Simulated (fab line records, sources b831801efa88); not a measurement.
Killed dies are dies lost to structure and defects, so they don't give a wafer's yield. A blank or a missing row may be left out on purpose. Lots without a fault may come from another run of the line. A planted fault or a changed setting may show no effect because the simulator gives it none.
A struck lot beside a sound one | flow gf180mcu | 16 steps out of a route of 602
Sound: wafers L170.2, L170.4, L170.6. Struck: wafers L175.2, L175.4. (L175.3 of the same lot was not struck and is left out.) The cause comes at the end.
At each step with rows: each side's tool, then ch and its chambers, then its first start. Under that, the readings that differ: sound wafers | struck wafers | difference of the means | sigmas: that difference in standard deviations of wafers without a fault.
alike: readings whose means differ by less than 2 such deviations, and words and numbers that are the same on both sides. not compared: withheld readings, readings that some wafer has no value for, bounds like >300 that may hide the same value, and numbers for which the record gives no deviation and whose values overlap.
The two part at a step that has a row with sigmas, a row that says differs or no value, or rows on one side only. Numbers that don't overlap but have no deviation are shown without sigmas and don't part them. A reading that every wafer of one side lacks parts them only if that side has two wafers or more.

GF_SAB_STRIP_13: strips in O2/N2.
  sound on plasma_asher-02 ch 0,1, day 17 21:02; struck on plasma_asher-04 ch 0, day 19 11:18
  alike: drypump_motor_current_A, heater_power_w, oes_product_au, strip_time_to_endpoint_s
  not compared: rf_hours_counter_h
then, 2 steps without rows for these wafers: GF_SALICIDE_CLEAN_00 (cleans in SC1/SC2, time 150 s); GF_SALICIDE_WET_ETCH_01 (etches SiO2 in dHF, target depth 5 nm, time 100 s).
GF_SALICIDE_SPUTTER_02: material Co, target thk 10 nm, time 20 s.
  sound on pvd_sputter-02, day 17 21:17; struck on pvd_sputter-03, day 19 11:29
  alike: throttle_valve_pct
GF_SALICIDE_SPUTTER_03: material TiN, target thk 20 nm, time 16.7 s.
  sound on pvd_sputter-02, day 17 21:19; struck on pvd_sputter-03, day 19 11:31
  alike: throttle_valve_pct
GF_SALICIDE_RS_MEAS_04: measures by four-point-probe.
  sound on film_metro-01, day 17 21:22; struck on film_metro-03, day 19 11:34
  reading                  | sound          | struck    | difference | sigmas
  SALICIDE_TIN_RS (ohm/sq) | 16.1 15.9 15.7 | 16.9 16.8 | +1.0       | +3
GF_SALICIDE_THK_MEAS_05: measures by xrf.
  sound on film_metro-01, day 17 21:28; struck on film_metro-03, day 19 11:40
  alike: SALICIDE_TIN_THK
GF_SALICIDE_RTA_06: time 30 s.
  sound on rtp_anneal-01 ch 0, day 17 21:32; struck on rtp_anneal-02 ch 0, day 19 11:44
  reading            | sound          | struck    | difference | sigmas
  lamp_power_pct (%) | 6.23 6.21 6.23 | 6.73 6.72 | +0.50      | +2
  alike: anneal_temp_c_max, wafer_temp_C_max
then, 1 step without rows for these wafers: GF_SALICIDE_WET_ETCH_07 (etches the open film in SPM, target depth 120 nm).
GF_SALICIDE_RTA_08: time 30 s.
  sound on rtp_anneal-02 ch 0, day 17 21:44; struck on rtp_anneal-01 ch 0, day 19 11:56
  reading            | sound          | struck    | difference | sigmas
  lamp_power_pct (%) | 18.7 18.7 18.7 | 17.3 17.3 | -1.4       | -2
  alike: anneal_temp_c_max, wafer_temp_C_max
then, 1 step without rows for these wafers: GF_CONTACT_CVD_00 (deposits SiO2, target thk 300 nm, time 50 s).
GF_CONTACT_THK_MEAS_01:
  sound on film_metro-02, day 17 21:52; struck on film_metro-01, day 19 12:05
  alike: CONTACT_CVD_00_THK
GF_CONTACT_CVD_02: deposits SiO2 from TEOS, target thk 860 nm, time 95.992 s.
  sound on pecvd-04 ch 0,1, day 17 21:55; struck on pecvd-04 ch 0,2, day 19 12:08
  reading                                  | sound             | struck    | difference | sigmas
  model.SiO2_of_CONTACT_CVD_02.thk_nm (nm) | 846.8 850.4 865.6 | 1327 1329 | +474       |
  alike: heater_power_w
GF_CONTACT_THK_MEAS_03:
  sound on film_metro-01, day 17 22:02; struck on film_metro-01, day 19 12:13
  reading                 | sound       | struck    | difference | sigmas
  CONTACT_CVD_02_THK (nm) | 846 850 866 | 1327 1329 | +474       | +48
GF_CONTACT_CMP_04: polishes SiO2.
  sound on cmp-02 ch 0,1,2, day 18 00:58; struck on cmp-02 ch 0,1, day 19 12:19
  reading                | sound       | struck  | difference | sigmas
  time_to_endpoint_s (s) | 110 106 115 | 283 279 | +171       | +28
  alike: motor_current_A, slurry_flow_ml_min
GF_CONTACT_BOW_MEAS_05:
  sound on film_metro-03, day 18 01:11; struck on film_metro-03, day 19 12:35
  alike: CONTACT_BOW

WHERE THEY PART
First at GF_SALICIDE_RS_MEAS_04; last, within this record, at GF_CONTACT_CMP_04. Later steps at which nothing parts them and some readings are alike: GF_CONTACT_BOW_MEAS_05.

WHY: what the simulator had put in
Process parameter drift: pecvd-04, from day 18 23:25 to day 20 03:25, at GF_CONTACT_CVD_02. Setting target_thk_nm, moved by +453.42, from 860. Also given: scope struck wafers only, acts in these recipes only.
